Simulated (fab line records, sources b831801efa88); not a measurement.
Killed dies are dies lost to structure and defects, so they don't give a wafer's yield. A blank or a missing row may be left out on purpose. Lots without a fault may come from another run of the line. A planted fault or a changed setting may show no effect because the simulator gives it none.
Which tool did it? | flow sky130 | 12 lots, 36 wafers sampled, at 3 steps of a route of 708

WHAT THE GAUGES READ, wafer by wafer
SKY_SD_P_TW_MEAS_11.
lot  | measured     | on            | SD_P_TW
L621 | day 26 06:49 | film_metro-02 | 2829 2814 2827
L623 | day 26 21:14 | film_metro-04 | 2808 2828 2827
L624 | day 27 07:07 | film_metro-02 | 2796 2806 2810
L625 | day 27 21:28 | film_metro-03 | 2830 2831 2830
L628 | day 28 23:46 | film_metro-04 | 2842 2844 2853
L629 | day 29 09:55 | film_metro-04 | 2828 2812 2824
L631 | day 30 02:58 | film_metro-02 | 2835 2837 2836
L632 | day 30 05:25 | film_metro-03 | 2852 2848 2838
L633 | day 30 15:11 | film_metro-02 | 2848 2847 2827
L634 | day 31 05:26 | film_metro-04 | 2842 2832 2837
L638 | day 32 07:55 | film_metro-03 | 2830 2843 2843
L642 | day 33 21:54 | film_metro-04 | 2857 2855 2855

SKY_SD_N_OVL_MEAS_08.
lot  | measured     | on         | SD_N_OVL (nm)
L621 | day 28 17:23 | overlay-02 | 1.8 2.7 2.8
L623 | day 29 07:08 | overlay-02 | 2.0 1.8 1.0
L624 | day 29 16:23 | overlay-02 | 1.2 1.7 0.3
L625 | day 30 07:26 | overlay-02 | 2.2 1.5 3.0
L628 | day 31 08:20 | overlay-01 | 1.6 -0.5 2.1
L629 | day 31 18:14 | overlay-01 | 1.4 0.5 0.2
L631 | day 32 09:50 | overlay-01 | 2.5 0.3 1.6
L632 | day 32 12:41 | overlay-01 | -0.6 1.3 1.7
L633 | day 32 23:20 | overlay-01 | 0.3 0.5 1.7
L634 | day 33 11:50 | overlay-01 | -1.8 0.4 -1.6
L638 | day 34 13:53 | overlay-02 | 2.5 0.9 2.1
L642 | day 36 03:25 | overlay-01 | -1.0 -0.8 -0.3

WHICH TOOL RAN EACH LOT (tool, then ch and the chambers of the sampled wafers, then the start)
lot  | SKY_RES_XHIGH_STRIP_08
L621 | plasma_asher-03 ch 1, day 27 12:25
L623 | plasma_asher-02 ch 0,1, day 28 02:16
L624 | plasma_asher-03 ch 0,1, day 28 11:55
L625 | plasma_asher-03 ch 0,1, day 29 02:58
L628 | plasma_asher-03 ch 0,1, day 30 04:25
L629 | plasma_asher-04 ch 0,1, day 30 14:13
L631 | plasma_asher-04 ch 0,1, day 31 06:28
L632 | plasma_asher-03 ch 0,1, day 31 09:16
L633 | plasma_asher-02 ch 0,1, day 31 19:01
L634 | plasma_asher-03 ch 0,1, day 32 08:55
L638 | plasma_asher-02 ch 1, day 33 11:31
L642 | plasma_asher-04 ch 0,1, day 35 00:17
- SKY_RES_XHIGH_STRIP_08: strips in O2/N2.

WHAT THE TOOLS THEMSELVES READ (means of the sampled wafers that have a number; where no wafer has one, the mark that the record gives instead)
SKY_RES_XHIGH_STRIP_08.
lot  | tool            | drypump_motor_current_A (A) | oes_product_au (a.u.) | strip_time_to_endpoint_s (s)
L621 | plasma_asher-03 | 5.20                        | 0.709                 | 14.24
L623 | plasma_asher-02 | 5.29                        | 0.711                 | 14.29
L624 | plasma_asher-03 | 5.26                        | 0.709                 | 14.29
L625 | plasma_asher-03 | 5.32                        | 0.713                 | 14.27
L628 | plasma_asher-03 | 5.24                        | 0.715                 | 14.21
L629 | plasma_asher-04 | 5.09                        | 0.714                 | 14.29
L631 | plasma_asher-04 | 5.02                        | 0.710                 | 14.22
L632 | plasma_asher-03 | 5.26                        | 0.711                 | 14.23
L633 | plasma_asher-02 | 5.31                        | 0.709                 | 14.30
L634 | plasma_asher-03 | 5.26                        | 0.710                 | 14.28
L638 | plasma_asher-02 | 5.41                        | 0.709                 | 14.23
L642 | plasma_asher-04 | 5.01                        | 0.713                 | 14.20

THE ANSWER, worked out from the rows above alone
Rule: what is usual is taken from the lots themselves. Put in order of their means at a reading, lots are off if they are a third of the lots or fewer, leave a main group of 4 or more, and stand apart from it by a gap of 3 or more times the standard deviation of the main group's means; of several such gaps the widest counts. A main group whose means are all the same, to the digits that the tables above print for the reading, isn't used. A lot without any number at a reading at which 4 lots or more have one is off too. The other lots that the step has rows for count as sound. The gauges are gone through in route order, then the tools' own readings, and for those a lot's mean is taken as printed above. The first step at which some lot is off is used, and at that step the reading that is off furthest; a lot without a number counts as furthest.
No lot is off at any reading shown: from this, nothing can be told.

WHAT THE SIMULATOR HAD PUT IN
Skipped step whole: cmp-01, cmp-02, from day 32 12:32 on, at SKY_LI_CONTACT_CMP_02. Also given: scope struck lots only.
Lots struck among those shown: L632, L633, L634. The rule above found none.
